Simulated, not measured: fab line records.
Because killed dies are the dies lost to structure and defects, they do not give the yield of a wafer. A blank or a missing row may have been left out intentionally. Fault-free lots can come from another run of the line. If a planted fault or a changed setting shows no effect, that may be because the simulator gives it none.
Matching of chambers -- flow sky130 -- cmp-02 running SKY_VIA3_CMP_02: 4 sister chambers
The step polishes SiO2. 8 wafers are shown with their chamber, then 12 later ones without.

## WAFERS WITH THEIR CHAMBER
wafer,chamber,motor current A (A),platen rpm (rpm)
L083.1,0,12.5,60.02
L083.6,3,11.5,59.97
L084.1,0,11.7,59.95
L084.2,2,10.8,60.00
L084.3,3,11.3,60.02
L086.2,2,11.0,60.03
L086.4,1,13.1,60.03
L086.6,1,13.0,59.94

## WAFERS WITH NO CHAMBER GIVEN
wafer,motor current A (A),platen rpm (rpm)
L087.3,11.3,59.95
L087.5,12.6,60.00
L087.6,12.6,59.98
L088.1,12.3,60.00
L088.3,11.5,59.96
L088.6,11.2,59.97
L097.1,12.8,59.96
L097.3,11.1,60.01
L097.6,12.5,59.99
L096.1,12.1,60.03
L096.5,11.1,59.98
L096.6,12.6,60.02

## WHICH CHAMBER EACH ONE RAN IN
wafer,from the rows above,in truth
L087.3,can't be placed: 3 or 2 or 0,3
L087.5,can't be placed: 1 or 0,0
L087.6,can't be placed: 1 or 0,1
L088.1,can't be placed: 0 or 1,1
L088.3,can't be placed: 3 or 0 or 2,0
L088.6,can't be placed: 3 or 2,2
L097.1,can't be placed: 1 or 0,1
L097.3,can't be placed: 2 or 3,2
L097.6,can't be placed: 0 or 1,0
L096.1,can't be placed: 0 or 3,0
L096.5,can't be placed: 2 or 3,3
L096.6,can't be placed: 1 or 0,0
Correct placement for 0 of the 12. Cannot be placed on the basis of these rows: 12; the candidates contain the true chamber in 12. 0 placed wrongly.
How it was worked out, from the rows above alone: a wafer's distance from a chamber is the root of the sum, over the readings, of the square of ((its reading less the chamber's mean) divided by the reading's scatter). The wafer belongs to the nearest chamber; if the next one is less than 2 further off, it can't be placed. The mean given for a chamber averages the wafers shown for that chamber. The scatter: the root of (the sum of the squares of (reading less its chamber's mean) over the shown wafers, divided by (wafers less chambers)).
